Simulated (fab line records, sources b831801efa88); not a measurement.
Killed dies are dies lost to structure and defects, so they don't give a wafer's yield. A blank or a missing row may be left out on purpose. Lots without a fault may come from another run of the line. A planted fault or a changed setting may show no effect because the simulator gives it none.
Which tool did it? | flow sky130 | 12 lots, 36 wafers sampled, at 6 steps of a route of 708

WHAT THE GAUGES READ, wafer by wafer
SKY_NWELL_TW_MEAS_15.
lot  | measured     | on            | NWELL_TW
L117 | day 4 15:23  | film_metro-04 | 1822 1811 1818
L119 | day 5 00:37  | film_metro-02 | 1821 1818 1813
L120 | day 5 08:25  | film_metro-04 | 1819 1807 1808
L122 | day 5 22:23  | film_metro-04 | 1816 1808 1807
L123 | day 6 02:37  | film_metro-04 | 1813 1825 1819
L124 | day 6 07:40  | film_metro-03 | 1817 1822 1822
L132 | day 8 04:04  | film_metro-04 | 1787 1793 1787
L134 | day 8 19:10  | film_metro-02 | 1804 1795 1791
L135 | day 8 22:10  | film_metro-04 | 1804 1809 1804
L137 | day 9 15:20  | film_metro-04 | 1822 1810 1820
L138 | day 9 22:18  | film_metro-04 | 1817 1823 1819
L140 | day 10 09:18 | film_metro-03 | 1825 1819 1815

SKY_NWELL_RS_MEAS_29: measures by four-point-probe.
lot  | measured     | on            | NWELL_RS (ohm/sq)
L117 | day 5 09:10  | film_metro-04 | 622.6 623.6 622.8
L119 | day 5 19:31  | film_metro-02 | 627.6 624.4 626.5
L120 | day 6 02:52  | film_metro-02 | 626.4 627.8 629.4
L122 | day 6 18:10  | film_metro-03 | 627.0 625.1 624.1
L123 | day 6 21:53  | film_metro-04 | 627.1 626.1 627.7
L124 | day 7 03:52  | film_metro-04 | 622.4 623.4 622.3
L132 | day 9 00:38  | film_metro-03 | 636.6 636.3 638.3
L134 | day 9 17:14  | film_metro-03 | 636.4 636.3 637.0
L135 | day 9 20:03  | film_metro-02 | 628.5 627.9 626.6
L137 | day 10 13:48 | film_metro-02 | 625.0 626.4 624.9
L138 | day 10 21:52 | film_metro-02 | 624.7 625.3 624.7
L140 | day 11 09:10 | film_metro-04 | 625.8 623.5 625.1

SKY_SD_N_RS_MEAS_18: measures by four-point-probe.
lot  | measured     | on            | RES_XHIGH_RS (ohm/sq)
L117 | day 27 17:59 | film_metro-01 | 334.0 334.4 334.9
L119 | day 28 17:19 | film_metro-01 | 332.1 332.6 332.2
L120 | day 29 21:21 | film_metro-04 | 334.2 334.5 333.5
L122 | day 29 19:12 | film_metro-03 | 333.6 333.5 333.9
L123 | day 30 07:58 | film_metro-04 | 333.7 334.2 334.5
L124 | day 30 12:45 | film_metro-03 | 334.9 335.2 335.3
L132 | day 33 02:04 | film_metro-04 | 331.2 332.5 330.8
L134 | day 33 19:12 | film_metro-04 | 333.7 334.0 333.1
L135 | day 33 18:47 | film_metro-01 | 330.2 330.9 331.1
L137 | day 34 18:23 | film_metro-03 | 333.7 333.6 333.8
L138 | day 35 04:01 | film_metro-01 | 333.5 332.1 332.9
L140 | day 35 18:50 | film_metro-04 | 336.6 335.2 334.4

SKY_CONTACT_CD_MEAS_14: target cd 170 nm.
lot  | measured     | on        | cd_nm (nm)
L117 | day 31 10:17 | cd_sem-01 | 170.4 170.4 170.6
L119 | day 32 09:10 | cd_sem-01 | 173.8 172.4 171.9
L120 | day 33 10:55 | cd_sem-02 | 172.3 172.0 172.5
L122 | day 33 08:29 | cd_sem-02 | 169.0 168.8 169.8
L123 | day 33 21:22 | cd_sem-02 | 170.8 173.4 170.0
L124 | day 34 02:05 | cd_sem-02 | 171.8 169.5 171.0
L132 | day 36 12:26 | cd_sem-02 | 169.6 169.3 169.1
L134 | day 37 05:29 | cd_sem-01 | 168.4 169.1 168.6
L135 | day 37 04:25 | cd_sem-01 | 171.1 171.8 170.9
L137 | day 38 03:37 | cd_sem-01 | 170.3 169.7 168.7
L138 | day 38 13:50 | cd_sem-01 | 170.1 170.4 170.3
L140 | day 39 04:11 | cd_sem-01 | 169.3 170.1 170.7

WHICH TOOL RAN EACH LOT (tool, then ch and the chambers of the sampled wafers, then the start)
lot  | SKY_NWELL_IMPLANT_11            | SKY_LI_CONTACT_SPUTTER_20
L117 | implanter-02 ch 0, day 4 14:50  | pvd_sputter-03, day 28 23:47
L119 | implanter-02 ch 0, day 5 00:04  | pvd_sputter-02, day 29 23:35
L120 | implanter-02 ch 0, day 5 07:52  | pvd_sputter-03, day 31 02:20
L122 | implanter-02 ch 0, day 5 21:50  | pvd_sputter-04, day 30 23:54
L123 | implanter-03 ch 0, day 6 02:04  | pvd_sputter-02, day 31 12:53
L124 | implanter-03 ch 0, day 6 07:07  | pvd_sputter-02, day 31 17:32
L132 | implanter-02 ch 0, day 8 03:31  | pvd_sputter-03, day 34 05:46
L134 | implanter-02 ch 0, day 8 18:37  | pvd_sputter-04, day 34 23:26
L135 | implanter-01 ch 0, day 8 21:37  | pvd_sputter-03, day 34 22:31
L137 | implanter-01 ch 0, day 9 14:49  | pvd_sputter-04, day 35 21:04
L138 | implanter-03 ch 0, day 9 21:46  | pvd_sputter-02, day 36 07:56
L140 | implanter-01 ch 0, day 10 08:46 | pvd_sputter-03, day 36 22:11
- SKY_NWELL_IMPLANT_11
- SKY_LI_CONTACT_SPUTTER_20: material TiN, target thk 20 nm, time 80 s.

WHAT THE TOOLS THEMSELVES READ (means of the sampled wafers that have a number; where no wafer has one, the mark that the record gives instead)
SKY_NWELL_IMPLANT_11.
lot  | tool         | dose_ions_cm2
L117 | implanter-02 | 1.9e+13
L119 | implanter-02 | 1.9e+13
L120 | implanter-02 | 1.9e+13
L122 | implanter-02 | 1.9e+13
L123 | implanter-03 | 1.9e+13
L124 | implanter-03 | 1.9e+13
L132 | implanter-02 | 1.8e+13
L134 | implanter-02 | 1.8e+13
L135 | implanter-01 | 1.9e+13
L137 | implanter-01 | 1.9e+13
L138 | implanter-03 | 1.9e+13
L140 | implanter-01 | 1.9e+13

SKY_LI_CONTACT_SPUTTER_20.
lot  | tool           | throttle_valve_pct (%)
L117 | pvd_sputter-03 | 30.1
L119 | pvd_sputter-02 | 31.2
L120 | pvd_sputter-03 | 30.1
L122 | pvd_sputter-04 | 29.8
L123 | pvd_sputter-02 | 30.7
L124 | pvd_sputter-02 | 31.7
L132 | pvd_sputter-03 | 30.0
L134 | pvd_sputter-04 | 29.6
L135 | pvd_sputter-03 | 30.1
L137 | pvd_sputter-04 | 29.2
L138 | pvd_sputter-02 | 31.1
L140 | pvd_sputter-03 | 30.0

THE ANSWER, worked out from the rows above alone
Rule: what is usual is taken from the lots themselves. Put in order of their means at a reading, lots are off if they are a third of the lots or fewer, leave a main group of 4 or more, and stand apart from it by a gap of 3 or more times the standard deviation of the main group's means; of several such gaps the widest counts. A main group whose means are all the same, to the digits that the tables above print for the reading, isn't used. A lot without any number at a reading at which 4 lots or more have one is off too. The other lots that the step has rows for count as sound. The gauges are gone through in route order, then the tools' own readings, and for those a lot's mean is taken as printed above. The first step at which some lot is off is used, and at that step the reading that is off furthest; a lot without a number counts as furthest.
Off: L132, L134, at SKY_NWELL_RS_MEAS_29 (NWELL_RS). The main group: mean 625.5 ohm/sq, standard deviation 1.7.
A tool fits if, at a process step before that reading, it ran every lot that is off, and no sound lot after the first of them. The gauges at SKY_NWELL_RS_MEAS_29 are tried like those tools. Can't be told from this: 2 tools fit, implanter-02 at SKY_NWELL_IMPLANT_11, film_metro-03 at SKY_NWELL_RS_MEAS_29.

WHAT THE SIMULATOR HAD PUT IN
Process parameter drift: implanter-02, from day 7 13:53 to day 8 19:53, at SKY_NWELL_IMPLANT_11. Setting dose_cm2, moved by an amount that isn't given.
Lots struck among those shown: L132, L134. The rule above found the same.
